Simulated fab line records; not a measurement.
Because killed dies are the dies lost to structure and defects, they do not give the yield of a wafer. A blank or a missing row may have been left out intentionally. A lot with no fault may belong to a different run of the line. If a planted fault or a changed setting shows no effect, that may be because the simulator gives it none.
fab line records	flow sky130
record: lots: 24	wafers: 72	lastDay: 51
route steps=708 shown NWELL@78 CONTACT@421 CAP2M@617 METAL5@667 PAD_OPEN@702
lots with no fault: from the same line, run without faults
startH: hours from the record's opening day to when the first of the lot's shown wafers began	waitH: time in hours since the lot's previous step	" repeats the value in the row above	L1.1+2: a single row standing in for several wafers	- no value, or no start was given	* or withheld: withheld	< > ~ a bound
route shown NAME@n: names a module that has steps shown in the file, with the first one's number in the route	usual: mean/standard deviation of fault-free wafers	same: alike in all rows	chamber/n: place in a boat	sites: per-site readings	_std_site: the values' standard deviation	_edge_site: the outer-site mean with the inner-site mean subtracted	radiusMm: for every site, how far away it sits from the centre of the wafer	mask NAME#n: copy n	behind: tool/chamber where the wafer was last shaped	hold: cause of the lot's hold/its duration in hours/its outcome	device: names the non-switching transistor (n, p or np)	end of line: the tests these same wafers got at the end of their route	a step without rows: its recipe alone	killed: dies that structure and defects cost at the first sort, which is not the same as the wafer's yield	map: dies across one wafer; x = killed, . = not, _ = none there
set.NAME: the setting as run; set.NAME@STEP: as run at that earlier step	model.NAME: the simulator's own value behind a step, which no gauge read
steps of the route over a sample of lots; a table a step, a row a wafer
services: the hour from which a tool's chamber was out of use, counted from the record's first day as startH (under 0 if before that day), plus the number of hours and why
== steps ==
step: SKY_NWELL_STRIP_25
recipe: chemistry: O2/N2	powerW: 1400	pressureMtorr: 1500	platenTempC: withheld	o2FlowSccm: 3000	n2FlowSccm: 300	overashFraction: 0.5
usual: drypumpMotorCurrentA: 5.8/0.34	oesProductAu: 0.723/0.0045	stripTimeToEndpointS: 36.90/0.11
lot.wafer	tool	chamber	startH	waitH	drypumpMotorCurrentA	oesProductAu	rfHoursCounterH	stripTimeToEndpointS
L074.2	plasmaAsher-02	1	111.64	0.1	6.1	0.720	31	36.90
L074.4	"	0	"	"	5.6	0.722	-	36.91
L074.5	"	0	"	"	5.6	0.723	-	36.87
L075.1	plasmaAsher-02	0	115.44	0.1	5.6	0.715	32	36.96
L075.3	"	1	"	"	6.1	0.719	-	36.94
L075.4	"	0	"	"	5.6	0.729	-	37.04
L076.1	plasmaAsher-01	0	121.14	0.1	5.2	0.725	44	36.93
L076.4	"	1	"	"	5.8	0.726	-	36.92
L076.6	"	1	"	"	5.7	0.728	-	36.96
L077.1	plasmaAsher-01	1	129.10	0.1	5.8	0.718	45	37.04
L077.2	"	0	"	"	5.2	0.717	45	37.04
L077.6	"	0	"	"	5.2	0.722	-	36.97
L078.1	plasmaAsher-04	1	135.70	0.1	6.2	0.721	43	36.97
L078.4	"	1	"	"	6.3	0.724	-	36.87
L078.6	"	1	"	"	6.3	0.718	-	37.04
L079.4	plasmaAsher-04	1	139.82	0.1	6.3	0.723	-	36.86
L079.5	"	0	"	"	5.6	0.727	-	36.84
L079.6	"	1	"	"	6.2	0.723	-	36.74
L080.3	plasmaAsher-02	1	143.42	0.1	6.1	0.727	-	36.79
L080.5	"	1	"	"	6.1	0.717	-	36.94
L080.6	"	0	"	"	5.6	0.719	-	36.83
L081.3	plasmaAsher-02	1	151.07	0.1	6.1	0.721	-	36.92
L081.4	"	0	"	"	5.6	0.727	-	36.93
L081.6	"	0	"	"	5.7	0.722	-	37.00
L082.1	plasmaAsher-01	1	157.95	0.1	5.8	0.718	48	36.94
L082.2	"	0	"	"	5.2	0.722	48	36.89
L082.3	"	0	"	"	5.2	0.722	-	36.87
L083.2	plasmaAsher-01	0	162.49	0.1	5.2	0.729	49	36.71
L083.3	"	0	"	"	5.2	0.712	-	36.82
L083.4	"	1	"	"	5.8	0.728	-	36.86
L084.2	plasmaAsher-01	0	167.34	0.1	5.2	0.720	50	36.83
L084.3	"	1	"	"	5.7	0.724	-	36.87
L084.6	"	1	"	"	5.7	0.715	-	36.83
L085.1	plasmaAsher-02	0	174.98	0.1	5.6	0.721	39	36.95
L085.2	"	1	"	"	6.1	0.716	39	37.07
L085.3	"	1	"	"	6.1	0.722	-	37.20
L086.2	plasmaAsher-04	0	180.19	0.1	5.6	0.726	46	36.81
L086.4	"	1	"	"	6.3	0.724	-	36.72
L086.6	"	1	"	"	6.3	0.726	-	36.76
L087.1	plasmaAsher-02	1	183.94	0.1	6.1	0.724	40	36.93
L087.2	"	0	"	"	5.6	0.722	40	36.90
L087.5	"	1	"	"	6.1	0.714	-	36.87
L088.3	plasmaAsher-04	0	194.24	0.1	5.6	0.720	-	37.03
L088.5	"	0	"	"	5.6	0.715	-	36.86
L088.6	"	1	"	"	6.3	0.715	-	36.98
L089.2	plasmaAsher-01	1	199.59	0.1	5.8	0.724	53	36.63
L089.3	"	0	"	"	5.2	0.727	-	36.74
L089.6	"	1	"	"	5.8	0.727	-	36.77
L090.2	plasmaAsher-02	0	207.95	0.1	5.6	0.720	41	36.97
L090.4	"	1	"	"	6.1	0.727	-	36.97
L090.5	"	1	"	"	6.1	0.723	-	36.93
L091.1	plasmaAsher-04	0	212.25	0.1	5.6	0.727	49	36.97
L091.2	"	1	"	"	6.3	0.716	49	37.01
L091.5	"	1	"	"	6.3	0.717	-	36.87
L092.3	plasmaAsher-01	1	214.97	0.1	5.8	0.727	-	36.74
L092.4	"	0	"	"	5.2	0.723	-	36.70
L092.5	"	1	"	"	5.8	0.719	-	36.83
L093.1	plasmaAsher-02	0	220.53	0.1	5.6	0.727	42	36.98
L093.3	"	1	"	"	6.1	0.719	-	36.90
L093.6	"	0	"	"	5.7	0.721	-	36.91
L094.1	plasmaAsher-04	1	230.43	0.1	6.3	0.721	51	36.86
L094.2	"	0	"	"	5.6	0.730	51	36.81
L094.3	"	1	"	"	6.3	0.729	-	36.83
L095.1	plasmaAsher-01	0	239.10	0.1	5.2	0.723	57	37.00
L095.4	"	1	"	"	5.7	0.726	-	37.05
L095.6	"	1	"	"	5.8	0.723	-	37.10
L096.3	plasmaAsher-04	1	240.37	0.1	6.3	0.725	-	36.81
L096.5	"	1	"	"	6.3	0.723	-	36.78
L096.6	"	0	"	"	5.6	0.725	-	36.82
L097.2	plasmaAsher-02	0	243.29	0.1	5.6	0.722	45	36.90
L097.3	"	0	"	"	5.6	0.719	-	37.06
L097.6	"	0	"	"	5.6	0.719	-	36.92
step: SKY_CONTACT_OVL_MEAS_15
usual: CONTACT_OVL: -1/5.2
lot.wafer	tool	chamber	startH	waitH	CONTACT_OVL[nm]
L074.2	overlay-01	-	754.42	0.1	-2
L074.4	"	-	"	"	-2
L074.5	"	-	"	"	-8
L075.1	overlay-01	-	764.94	0.1	5
L075.3	"	-	"	"	0
L075.4	"	-	"	"	-4
L076.1	overlay-02	-	768.07	0.1	-6
L076.4	"	-	"	"	-4
L076.6	"	-	"	"	-1
L077.1	overlay-01	-	781.64	0.1	-6
L077.2	"	-	"	"	-2
L077.6	"	-	"	"	-5
L078.1	overlay-01	-	790.42	0.1	-6
L078.4	"	-	"	"	2
L078.6	"	-	"	"	4
L079.4	overlay-02	-	790.70	0.1	7
L079.5	"	-	"	"	2
L079.6	"	-	"	"	3
L080.3	overlay-01	-	798.00	0.1	-2
L080.5	"	-	"	"	1
L080.6	"	-	"	"	1
L081.3	overlay-01	-	813.83	0.1	6
L081.4	"	-	"	"	10
L081.6	"	-	"	"	6
L082.1	overlay-01	-	819.42	0.1	3
L082.2	"	-	"	"	5
L082.3	"	-	"	"	2
L083.2	overlay-02	-	828.38	0.1	-3
L083.3	"	-	"	"	4
L083.4	"	-	"	"	2
L084.2	overlay-02	-	832.83	0.1	1
L084.3	"	-	"	"	1
L084.6	"	-	"	"	1
L085.1	overlay-02	-	842.92	0.1	3
L085.2	"	-	"	"	-2
L085.3	"	-	"	"	6
L086.2	overlay-02	-	843.92	0.1	2
L086.4	"	-	"	"	-11
L086.6	"	-	"	"	2
L087.1	overlay-01	-	853.12	0.1	-4
L087.2	"	-	"	"	-5
L087.5	"	-	"	"	-2
L088.3	overlay-02	-	864.73	0.1	15
L088.5	"	-	"	"	12
L088.6	"	-	"	"	4
L089.2	overlay-01	-	870.62	0.1	-2
L089.3	"	-	"	"	-5
L089.6	"	-	"	"	7
L090.2	overlay-02	-	884.78	0.1	-7
L090.4	"	-	"	"	-8
L090.5	"	-	"	"	-9
L091.1	overlay-01	-	888.79	0.1	-6
L091.2	"	-	"	"	-7
L091.5	"	-	"	"	0
L092.3	overlay-01	-	890.48	0.1	1
L092.4	"	-	"	"	-8
L092.5	"	-	"	"	2
L093.1	overlay-02	-	895.74	0.1	-2
L093.3	"	-	"	"	0
L093.6	"	-	"	"	-4
L094.1	overlay-01	-	905.42	0.1	-2
L094.2	"	-	"	"	-9
L094.3	"	-	"	"	-5
L095.1	overlay-01	-	915.79	0.1	7
L095.4	"	-	"	"	3
L095.6	"	-	"	"	-4
L096.3	overlay-01	-	916.53	0.1	-4
L096.5	"	-	"	"	-2
L096.6	"	-	"	"	-5
L097.2	overlay-01	-	919.97	0.1	1
L097.3	"	-	"	"	1
L097.6	"	-	"	"	-3
step: SKY_CONTACT_ETCH_17
recipe: target: SiO2	chemistry: C4F8/O2/Ar	stopOn: Si3N4	maskMaterial: KrF-thick	sourceW: 1500	biasW: 1200	pressureMtorr: 40	c4f8FlowSccm: withheld	O2_flow_sccm: 6	Ar_flow_sccm: 300	timeS: withheld	targetDepthA: 3400
usual: oesProductAu: 0.892/0.0048
lot.wafer	tool	chamber	startH	waitH	oesProductAu
L074.2	rieDiel-02	1	754.49	0.0	0.892
L074.4	"	1	"	"	0.890
L074.5	"	2	"	"	0.890
L075.1	rieDiel-01	3	765.01	0.0	0.886
L075.3	"	1	"	"	0.899
L075.4	"	2	"	"	0.888
L076.1	rieDiel-01	3	768.15	0.0	0.896
L076.4	"	0	"	"	0.886
L076.6	"	3	"	"	0.892
L077.1	rieDiel-02	0	781.71	0.0	0.893
L077.2	"	2	"	"	0.902
L077.6	"	2	"	"	0.889
L078.1	rieDiel-02	0	790.50	0.0	0.892
L078.4	"	2	"	"	0.892
L078.6	"	0	"	"	0.893
L079.4	rieDiel-01	3	790.76	0.0	0.896
L079.5	"	0	"	"	0.899
L079.6	"	3	"	"	0.889
L080.3	rieDiel-01	0	798.06	0.0	0.897
L080.5	"	3	"	"	0.893
L080.6	"	0	"	"	0.894
L081.3	rieDiel-01	2	813.89	0.0	0.885
L081.4	"	3	"	"	0.894
L081.6	"	0	"	"	0.888
L082.1	rieDiel-04	3	819.50	0.0	0.890
L082.2	"	1	"	"	0.889
L082.3	"	0	"	"	0.889
L083.2	rieDiel-01	2	828.45	0.0	0.897
L083.3	"	1	"	"	0.900
L083.4	"	3	"	"	0.896
L084.2	rieDiel-01	2	832.90	0.0	0.891
L084.3	"	0	"	"	0.886
L084.6	"	2	"	"	0.900
L085.1	rieDiel-02	2	842.99	0.0	0.887
L085.2	"	0	"	"	0.892
L085.3	"	3	"	"	0.885
L086.2	rieDiel-01	0	843.99	0.0	0.897
L086.4	"	3	"	"	0.894
L086.6	"	2	"	"	0.900
L087.1	rieDiel-04	1	853.19	0.0	0.894
L087.2	"	0	"	"	0.881
L087.5	"	1	"	"	0.896
L088.3	rieDiel-02	0	864.79	0.0	0.888
L088.5	"	2	"	"	0.891
L088.6	"	3	"	"	0.898
L089.2	rieDiel-02	3	870.69	0.0	0.886
L089.3	"	0	"	"	0.896
L089.6	"	0	"	"	0.896
L090.2	rieDiel-02	2	884.85	0.0	0.895
L090.4	"	0	"	"	0.890
L090.5	"	3	"	"	0.899
L091.1	rieDiel-01	0	888.89	0.0	0.897
L091.2	"	2	"	"	0.896
L091.5	"	2	"	"	0.891
L092.3	rieDiel-04	2	890.55	0.0	0.880
L092.4	"	0	"	"	0.890
L092.5	"	2	"	"	0.890
L093.1	rieDiel-02	1	895.82	0.0	0.900
L093.3	"	0	"	"	0.897
L093.6	"	2	"	"	0.894
L094.1	rieDiel-02	3	905.49	0.0	0.889
L094.2	"	2	"	"	0.892
L094.3	"	0	"	"	0.894
L095.1	rieDiel-02	1	915.86	0.0	0.889
L095.4	"	3	"	"	0.899
L095.6	"	1	"	"	0.892
L096.3	rieDiel-04	1	916.60	0.0	0.895
L096.5	"	2	"	"	0.897
L096.6	"	1	"	"	0.890
L097.2	rieDiel-04	3	920.05	0.0	0.895
L097.3	"	2	"	"	0.892
L097.6	"	3	"	"	0.890
step: SKY_CAP2M_STRIP_14
recipe: chemistry: O2/N2	powerW: 1400	pressureMtorr: 1500	platenTempC: withheld	o2FlowSccm: 3000	n2FlowSccm: 300	overashFraction: 0.5
usual: drypumpMotorCurrentA: 5.7/0.39	oesProductAu: 0.710/0.0046	stripTimeToEndpointS: 12.64/0.039
lot.wafer	tool	chamber	startH	waitH	drypumpMotorCurrentA	oesProductAu	rfHoursCounterH	stripTimeToEndpointS
L074.2	plasmaAsher-04	1	978.51	0.1	6.3	0.704	24	12.72
L074.4	"	0	"	"	5.6	0.708	-	12.64
L074.5	"	0	"	"	5.6	0.712	-	12.66
L076.1	plasmaAsher-02	1	987.67	0.1	6.1	0.711	121	12.64
L076.4	"	1	"	"	6.1	0.710	-	12.69
L076.6	"	1	"	"	6.1	0.712	-	12.68
L075.1	plasmaAsher-02	1	988.73	0.1	6.1	0.699	121	12.65
L075.3	"	1	"	"	6.1	0.707	-	12.62
L075.4	"	0	"	"	5.7	0.705	-	12.60
L077.1	plasmaAsher-04	0	1002.18	0.1	5.6	0.716	26	12.66
L077.2	"	1	"	"	6.3	0.707	26	12.70
L077.6	"	0	"	"	5.6	0.720	-	12.69
L078.1	plasmaAsher-04	0	1008.33	0.1	5.6	0.713	27	12.68
L078.4	"	0	"	"	5.6	0.712	-	12.68
L078.6	"	0	"	"	5.6	0.704	-	12.68
L079.4	plasmaAsher-04	0	1009.85	0.1	5.6	0.719	-	12.57
L079.5	"	1	"	"	6.3	0.709	-	12.60
L079.6	"	0	"	"	5.6	0.710	-	12.61
L080.3	plasmaAsher-03	0	1015.21	0.1	5.3	0.707	-	12.69
L080.5	"	1	"	"	5.2	0.713	-	12.66
L080.6	"	0	"	"	5.3	0.709	-	12.64
L081.3	plasmaAsher-04	1	1029.86	0.1	6.3	0.712	-	12.59
L081.4	"	0	"	"	5.6	0.707	-	12.61
L081.6	"	0	"	"	5.6	0.713	-	12.59
L082.1	plasmaAsher-03	0	1034.41	0.1	5.3	0.703	88	12.64
L082.2	"	1	"	"	5.2	0.710	88	12.64
L082.3	"	1	"	"	5.2	0.707	-	12.62
L083.2	plasmaAsher-04	1	1040.63	0.1	6.3	0.711	31	12.65
L083.3	"	0	"	"	5.6	0.707	-	12.59
L083.4	"	1	"	"	6.3	0.713	-	12.64
L084.2	plasmaAsher-02	1	1047.23	0.1	6.1	0.703	126	12.66
L084.3	"	0	"	"	5.6	0.712	-	12.73
L084.6	"	1	"	"	6.1	0.711	-	12.69
L085.1	plasmaAsher-04	1	1052.88	0.1	6.2	0.715	32	12.61
L085.2	"	0	"	"	5.6	0.714	32	12.55
L085.3	"	0	"	"	5.6	0.712	-	12.63
L086.2	plasmaAsher-03	0	1053.48	0.1	5.3	0.709	90	12.63
L086.4	"	0	"	"	5.3	0.712	-	12.60
L086.6	"	1	"	"	5.2	0.720	-	12.62
L087.1	plasmaAsher-02	0	1064.56	0.1	5.6	0.703	0	12.57
L087.2	"	1	"	"	6.1	0.708	0	12.63
L087.5	"	0	"	"	5.6	0.709	-	12.59
L088.3	plasmaAsher-02	1	1073.15	0.1	6.1	0.705	-	12.63
L088.5	"	0	"	"	5.6	0.708	-	12.64
L088.6	"	1	"	"	6.1	0.712	-	12.64
L089.2	plasmaAsher-04	1	1078.31	0.1	6.3	0.711	35	12.62
L089.3	"	1	"	"	6.3	0.706	-	12.62
L089.6	"	1	"	"	6.2	0.717	-	12.64
L090.2	plasmaAsher-03	1	1088.46	0.1	5.2	0.718	93	12.66
L090.4	"	0	"	"	5.3	0.703	-	12.63
L090.5	"	1	"	"	5.2	0.710	-	12.64
L091.1	plasmaAsher-02	1	1094.51	0.1	6.1	0.714	3	12.61
L091.2	"	0	"	"	5.7	0.714	3	12.67
L091.5	"	0	"	"	5.7	0.710	-	12.68
L092.3	plasmaAsher-03	1	1094.99	0.1	5.2	0.721	-	12.65
L092.4	"	0	"	"	5.3	0.707	-	12.61
L092.5	"	1	"	"	5.2	0.709	-	12.60
L093.1	plasmaAsher-03	1	1098.51	0.1	5.2	0.716	94	12.67
L093.3	"	0	"	"	5.3	0.712	-	12.61
L093.6	"	1	"	"	5.2	0.719	-	12.67
L094.1	plasmaAsher-04	0	1105.22	0.1	5.6	0.718	37	12.66
L094.2	"	1	"	"	6.3	0.707	37	12.66
L094.3	"	0	"	"	5.6	0.718	-	12.66
L095.1	plasmaAsher-03	1	1113.07	0.1	5.2	0.706	96	12.62
L095.4	"	1	"	"	5.2	0.717	-	12.64
L095.6	"	0	"	"	5.3	0.705	-	12.64
L096.3	plasmaAsher-03	1	1114.05	0.1	5.2	0.712	-	12.62
L096.5	"	1	"	"	5.2	0.710	-	12.64
L096.6	"	0	"	"	5.3	0.715	-	12.63
L097.2	plasmaAsher-04	1	1118.26	0.1	6.3	0.713	39	12.65
L097.3	"	0	"	"	5.6	0.704	-	12.63
L097.6	"	1	"	"	6.2	0.702	-	12.61
step: SKY_METAL5_THK_MEAS_06
recipe: thkMeasGauge: xrf	reads: AlCu_of_METAL5_SPUTTER_02
usual: METAL5_ALCU_THK: 1141/13
lot.wafer	tool	chamber	startH	waitH	METAL5_ALCU_THK[nm]
L074.2	filmMetro-01	-	1030.84	0.1	1170
L074.4	"	-	"	"	1177
L074.5	"	-	"	"	1181
L076.1	filmMetro-01	-	1037.30	0.1	1146
L076.4	"	-	"	"	1142
L076.6	"	-	"	"	1144
L075.1	filmMetro-01	-	1039.56	0.1	1127
L075.3	"	-	"	"	1149
L075.4	"	-	"	"	1148
L077.1	filmMetro-02	-	1052.31	0.1	1162
L077.2	"	-	"	"	1145
L077.6	"	-	"	"	1142
L078.1	filmMetro-02	-	1058.83	0.1	1159
L078.4	"	-	"	"	1154
L078.6	"	-	"	"	1156
L079.4	filmMetro-02	-	1060.20	0.1	1136
L079.5	"	-	"	"	1133
L079.6	"	-	"	"	1142
L080.3	filmMetro-03	-	1065.06	0.1	1141
L080.5	"	-	"	"	1139
L080.6	"	-	"	"	1134
L081.3	filmMetro-03	-	1078.24	0.1	1150
L081.4	"	-	"	"	1148
L081.6	"	-	"	"	1146
L082.1	filmMetro-03	-	1083.03	0.1	1143
L082.2	"	-	"	"	1127
L082.3	"	-	"	"	1130
L083.2	filmMetro-03	-	1089.00	0.1	1117
L083.3	"	-	"	"	1120
L083.4	"	-	"	"	1122
L084.2	filmMetro-02	-	1094.96	0.1	1151
L084.3	"	-	"	"	1135
L084.6	"	-	"	"	1147
L085.1	filmMetro-02	-	1100.83	0.1	1160
L085.2	"	-	"	"	1149
L085.3	"	-	"	"	1133
L086.2	filmMetro-03	-	1101.70	0.1	1135
L086.4	"	-	"	"	1137
L086.6	"	-	"	"	1135
L087.1	filmMetro-02	-	1110.31	0.1	1123
L087.2	"	-	"	"	1128
L087.5	"	-	"	"	1133
L088.3	filmMetro-01	-	1118.90	0.1	1134
L088.5	"	-	"	"	1145
L088.6	"	-	"	"	1151
L089.2	filmMetro-01	-	1124.11	0.1	1145
L089.3	"	-	"	"	1136
L089.6	"	-	"	"	1139
L090.2	filmMetro-03	-	1134.49	0.1	1158
L090.4	"	-	"	"	1131
L090.5	"	-	"	"	1153
L091.1	filmMetro-01	-	1139.38	0.1	1130
L091.2	"	-	"	"	1134
L091.5	"	-	"	"	1125
L092.3	filmMetro-03	-	1140.04	0.1	1133
L092.4	"	-	"	"	1118
L092.5	"	-	"	"	1130
L093.1	filmMetro-03	-	1143.48	0.1	1142
L093.3	"	-	"	"	1130
L093.6	"	-	"	"	1149
L094.1	filmMetro-03	-	1150.29	0.1	1140
L094.2	"	-	"	"	1136
L094.3	"	-	"	"	1131
L095.1	filmMetro-02	-	1156.79	0.1	1148
L095.4	"	-	"	"	1144
L095.6	"	-	"	"	1141
L096.3	filmMetro-01	-	1158.53	0.1	1133
L096.5	"	-	"	"	1145
L096.6	"	-	"	"	1129
L097.2	filmMetro-01	-	1160.94	0.1	1139
L097.3	"	-	"	"	1129
L097.6	"	-	"	"	1133
step: SKY_PAD_OPEN_STRIP_08
recipe: chemistry: O2/N2	powerW: 1400	pressureMtorr: 1500	platenTempC: withheld	overashFraction: 0.7	o2FlowSccm: 3000	n2FlowSccm: 300
usual: drypumpMotorCurrentA: 5.5/0.31	oesProductAu: 0.662/0.005	stripTimeToEndpointS: 37.06/0.1
lot.wafer	tool	chamber	startH	waitH	drypumpMotorCurrentA	oesProductAu	rfHoursCounterH	stripTimeToEndpointS
L074.2	plasmaAsher-02	0	1097.85	0.1	5.6	0.657	3	37.19
L074.4	"	0	"	"	5.6	0.658	-	37.20
L074.5	"	0	"	"	5.6	0.660	-	37.11
L076.1	plasmaAsher-01	1	1104.05	0.1	5.8	0.660	64	37.00
L076.4	"	0	"	"	5.2	0.661	-	37.18
L076.6	"	0	"	"	5.2	0.662	-	37.05
L075.1	plasmaAsher-01	1	1105.32	0.1	5.7	0.653	64	36.86
L075.3	"	0	"	"	5.2	0.654	-	36.87
L075.4	"	1	"	"	5.8	0.667	-	36.88
L077.1	plasmaAsher-03	1	1117.47	0.1	5.2	0.659	96	37.03
L077.2	"	0	"	"	5.3	0.677	96	37.00
L077.6	"	0	"	"	5.3	0.654	-	37.00
L078.1	plasmaAsher-02	1	1125.12	0.1	6.1	0.665	6	37.17
L078.4	"	1	"	"	6.1	0.662	-	37.19
L078.6	"	0	"	"	5.6	0.665	-	37.18
L079.4	plasmaAsher-02	0	1126.01	0.1	5.6	0.661	-	37.15
L079.5	"	1	"	"	6.1	0.663	-	37.08
L079.6	"	0	"	"	5.6	0.658	-	37.12
L080.3	plasmaAsher-01	0	1127.84	0.1	5.2	0.668	-	37.11
L080.5	"	0	"	"	5.2	0.659	-	37.19
L080.6	"	1	"	"	5.8	0.666	-	37.12
L081.3	plasmaAsher-03	0	1142.06	0.1	5.3	0.661	-	37.03
L081.4	"	1	"	"	5.2	0.662	-	36.97
L081.6	"	1	"	"	5.2	0.669	-	37.00
L082.1	plasmaAsher-03	1	1144.62	0.1	5.2	0.664	99	37.09
L082.2	"	0	"	"	5.3	0.669	99	36.90
L082.3	"	0	"	"	5.3	0.671	-	36.92
L083.2	plasmaAsher-03	0	1149.92	0.1	5.3	0.661	100	37.16
L083.3	"	0	"	"	5.3	0.664	-	37.12
L083.4	"	1	"	"	5.2	0.659	-	37.09
L084.2	plasmaAsher-02	1	1155.55	0.1	6.1	0.665	9	37.10
L084.3	"	1	"	"	6.1	0.665	-	37.18
L084.6	"	1	"	"	6.1	0.658	-	37.08
L085.1	plasmaAsher-02	0	1161.90	0.1	5.6	0.663	10	36.97
L085.2	"	1	"	"	6.1	0.662	10	36.99
L085.3	"	0	"	"	5.6	0.666	-	37.05
L086.2	plasmaAsher-03	0	1162.25	0.1	5.3	0.664	101	37.00
L086.4	"	1	"	"	5.2	0.664	-	36.95
L086.6	"	1	"	"	5.2	0.669	-	36.82
L087.1	plasmaAsher-03	0	1169.37	0.1	5.3	0.665	102	37.06
L087.2	"	1	"	"	5.2	0.654	102	37.03
L087.5	"	1	"	"	5.2	0.657	-	37.08
L088.3	plasmaAsher-03	1	1176.61	0.1	5.2	0.661	-	37.15
L088.5	"	1	"	"	5.2	0.653	-	37.10
L088.6	"	0	"	"	5.3	0.663	-	37.10
L089.2	plasmaAsher-03	0	1181.72	0.1	5.3	0.661	104	36.87
L089.3	"	1	"	"	5.2	0.656	-	36.86
L089.6	"	1	"	"	5.2	0.661	-	36.91
L090.2	plasmaAsher-03	1	1190.20	0.1	5.2	0.656	105	37.17
L090.4	"	0	"	"	5.3	0.665	-	37.15
L090.5	"	0	"	"	5.3	0.657	-	37.16
L091.1	plasmaAsher-03	0	1194.37	0.1	5.3	0.651	106	36.97
L091.2	"	1	"	"	5.2	0.669	106	36.95
L091.5	"	0	"	"	5.3	0.665	-	37.04
L092.3	plasmaAsher-02	1	1195.74	0.1	6.1	0.658	-	37.16
L092.4	"	0	"	"	5.6	0.660	-	37.12
L092.5	"	0	"	"	5.6	0.663	-	37.13
L093.1	plasmaAsher-03	0	1198.37	0.1	5.3	0.654	106	37.11
L093.3	"	1	"	"	5.2	0.664	-	37.09
L093.6	"	0	"	"	5.3	0.665	-	37.04
L094.1	plasmaAsher-02	0	1203.82	0.1	5.6	0.655	15	37.05
L094.2	"	1	"	"	6.1	0.662	15	37.12
L094.3	"	1	"	"	6.1	0.664	-	37.09
L095.1	plasmaAsher-03	1	1208.27	0.1	5.2	0.667	107	36.79
L095.4	"	1	"	"	5.2	0.659	-	36.88
L095.6	"	1	"	"	5.2	0.658	-	36.91
L096.3	plasmaAsher-01	1	1211.36	0.1	5.8	0.666	-	37.15
L096.5	"	0	"	"	5.2	0.653	-	37.02
L096.6	"	1	"	"	5.8	0.661	-	37.04
L097.2	plasmaAsher-03	0	1212.62	0.1	5.3	0.661	108	37.18
L097.3	"	0	"	"	5.3	0.666	-	37.15
L097.6	"	1	"	"	5.2	0.659	-	37.23
== services ==
tool	chamber	startH	hours	kind
plasmaAsher-03	-	108.75	9.0	pm
plasmaAsher-02	-	123.05	1.7	repair
plasmaAsher-02	-	125.45	3.9	repair
plasmaAsher-03	-	158.51	19.9	repair
plasmaAsher-02	-	184.59	14.6	pm
plasmaAsher-03	-	293.40	2.7	repair
plasmaAsher-02	-	304.74	2.6	repair
plasmaAsher-02	-	316.02	5.2	pm
plasmaAsher-02	-	333.80	3.8	repair
plasmaAsher-03	-	340.07	2.8	repair
plasmaAsher-03	-	568.59	2.1	repair
plasmaAsher-03	-	577.21	2.8	pm
plasmaAsher-03	-	597.64	15.6	pm
plasmaAsher-03	-	765.50	1.9	repair
plasmaAsher-03	-	789.00	0.8	repair
plasmaAsher-02	-	864.67	2.8	pm
plasmaAsher-03	-	984.82	0.7	repair
plasmaAsher-03	-	997.94	0.3	repair
plasmaAsher-03	-	1000.28	14.6	pm
plasmaAsher-02	-	1012.35	2.1	repair
plasmaAsher-02	-	1040.16	5.7	repair
plasmaAsher-02	-	1055.25	9.0	pm
plasmaAsher-02	-	1099.45	0.9	repair
plasmaAsher-02	-	1174.19	4.4	repair
== key ==
fault none
